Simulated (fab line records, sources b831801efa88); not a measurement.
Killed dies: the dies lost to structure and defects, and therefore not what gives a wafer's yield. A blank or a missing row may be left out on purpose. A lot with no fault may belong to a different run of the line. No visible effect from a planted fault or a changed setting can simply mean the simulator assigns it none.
Matching of chambers -- flow sky130 -- SKY_PASSIVATION_CVD_00 on pecvd-02: 3 sister chambers
The step deposits SiO2, target thk 90 nm. 14 wafers are shown with their chamber, then 7 later ones without.

## WAFERS WITH THEIR CHAMBER
wafer,chamber,heater_power_w (W)
L818.3,1,638
L818.5,0,724
L818.6,2,740
L821.1,1,558
L821.2,0,794
L821.4,1,573
L824.1,2,818
L824.3,1,666
L824.5,1,516
L825.1,2,683
L825.4,2,704
L825.5,0,809
L829.2,0,772
L829.3,1,573

SIGNATURES (averages over the wafers above)
reading,chamber 0,chamber 1,chamber 2,scatter within a chamber
heater_power_w,774.75,587.33,736.25,52.1
Rule: a wafer's distance from a chamber is the root of the sum, over the readings, of the square of ((its reading less the chamber's mean) divided by the reading's scatter). The wafer belongs to the nearest chamber; if the next one is less than 2 further off, it can't be placed. The scatter: the root of (the sum of the squares of (reading less its chamber's mean) over the shown wafers, divided by (wafers less chambers)).

## WAFERS WHOSE CHAMBER IS MISSING
wafer,heater_power_w (W)
L829.4,776
L835.2,792
L835.5,849
L835.6,601
L837.1,747
L837.2,788
L837.6,601

## CHAMBER TAKEN BY EACH
wafer,from the rows above,in truth
L829.4,can't be placed: 0 or 2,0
L835.2,can't be placed: 0 or 2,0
L835.5,can't be placed: 0 or 2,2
L835.6,1,1
L837.1,can't be placed: 2 or 0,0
L837.2,can't be placed: 0 or 2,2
L837.6,1,1
Placed correctly: 2 of 7. Not placeable from these rows: 5 (in 5, the candidates include the true chamber). Wrongly placed: 0.
